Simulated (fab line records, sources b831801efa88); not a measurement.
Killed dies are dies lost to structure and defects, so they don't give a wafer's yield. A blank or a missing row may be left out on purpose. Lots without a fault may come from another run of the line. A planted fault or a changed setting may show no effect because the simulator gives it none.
Tool commonality check | flow gf180mcu | 15 lots, 45 wafers sampled

WHY IT WAS OPENED
At GF_VT_IMPLANT_TW_MEAS_32 the reading VT_IMPLANT_3_TW is flagged on 4 of 15 lots. Wafers without a fault read 268.8, standard deviation 2.4.
Rule: a lot is flagged when every wafer of it that has a number lies more than 4 standard deviations from that mean, or none has a number. The other lots count as sound.

lot  | measured     | on            | VT_IMPLANT_3_TW, wafer by wafer | flag
L144 | day 6 17:24  | film_metro-04 | 269.1 268.9 269.6               |
L146 | day 7 04:37  | film_metro-01 | 272.3 271.2 271.6               |
L147 | day 7 17:49  | film_metro-02 | 265.6 265.1 266.3               |
L148 | day 7 22:55  | film_metro-04 | 268.6 268.6 269.9               |
L149 | day 8 14:11  | film_metro-01 | 270.2 269.5 269.2               |
L150 | day 8 14:43  | film_metro-01 | 270.9 268.6 270.8               |
L153 | day 9 10:21  | film_metro-04 | 270.2 270.0 270.3               |
L154 | day 9 11:18  | film_metro-02 | 265.7 266.1 265.6               |
L156 | day 10 01:55 | film_metro-02 | 267.4 265.6 267.5               |
L158 | day 10 22:05 | film_metro-04 | 269.5 269.9 269.9               |
L159 | day 11 10:05 | film_metro-04 | 270.5 270.1 269.4               |
L160 | day 11 12:00 | film_metro-04 | 523.0 520.9 525.6               | FLAGGED
L161 | day 11 23:18 | film_metro-04 | 524.1 523.2 523.1               | FLAGGED
L162 | day 12 01:37 | film_metro-01 | 523.6 526.2 528.5               | FLAGGED
L163 | day 12 08:01 | film_metro-01 | 527.6 524.9 528.2               | FLAGGED
The numbers of the flagged lots are 524.9 on average: +256.1 against the usual, or +99 or more standard deviations.

WHICH TOOL RAN EACH LOT
The record holds 1 process step before the reading, out of a route of 602 steps. In each cell: the tool, then ch and the chambers that the sampled wafers went through, then the start.
lot  | flag    | GF_VT_IMPLANT_IMPLANT_30
L144 |         | implanter-04 ch 0, day 6 17:10
L146 |         | implanter-04 ch 0, day 7 04:22
L147 |         | implanter-03 ch 0, day 7 17:34
L148 |         | implanter-01 ch 0, day 7 22:41
L149 |         | implanter-03 ch 0, day 8 13:59
L150 |         | implanter-03 ch 0, day 8 14:30
L153 |         | implanter-04 ch 0, day 9 10:07
L154 |         | implanter-03 ch 0, day 9 11:03
L156 |         | implanter-03 ch 0, day 10 01:41
L158 |         | implanter-03 ch 0, day 10 21:50
L159 |         | implanter-04 ch 0, day 11 09:50
L160 | FLAGGED | implanter-03 ch 0, day 11 11:46
L161 | FLAGGED | implanter-04 ch 0, day 11 23:03
L162 | FLAGGED | implanter-04 ch 0, day 12 01:23
L163 | FLAGGED | implanter-04 ch 0, day 12 07:47
What these steps do:
- GF_VT_IMPLANT_IMPLANT_30
- GF_VT_IMPLANT_TW_MEAS_32

FLAGGED OVER TOTAL, TOOL BY TOOL (the gauges that took the reading come last)
step                     | tool          | lots run | flagged | share of the flagged lots | sound lots run after its first flagged lot
GF_VT_IMPLANT_IMPLANT_30 | implanter-01  | 1        | 0       | none                      | -
GF_VT_IMPLANT_IMPLANT_30 | implanter-03  | 7        | 1       | some                      | 0
GF_VT_IMPLANT_IMPLANT_30 | implanter-04  | 7        | 3       | some                      | 0
GF_VT_IMPLANT_TW_MEAS_32 | film_metro-01 | 5        | 2       | some                      | 0
GF_VT_IMPLANT_TW_MEAS_32 | film_metro-02 | 3        | 0       | none                      | -
GF_VT_IMPLANT_TW_MEAS_32 | film_metro-04 | 7        | 2       | some                      | 0

WHAT THE TABLE ALLOWS
No row of the table ran every flagged lot.

WHAT THE SIMULATOR HAD PUT IN
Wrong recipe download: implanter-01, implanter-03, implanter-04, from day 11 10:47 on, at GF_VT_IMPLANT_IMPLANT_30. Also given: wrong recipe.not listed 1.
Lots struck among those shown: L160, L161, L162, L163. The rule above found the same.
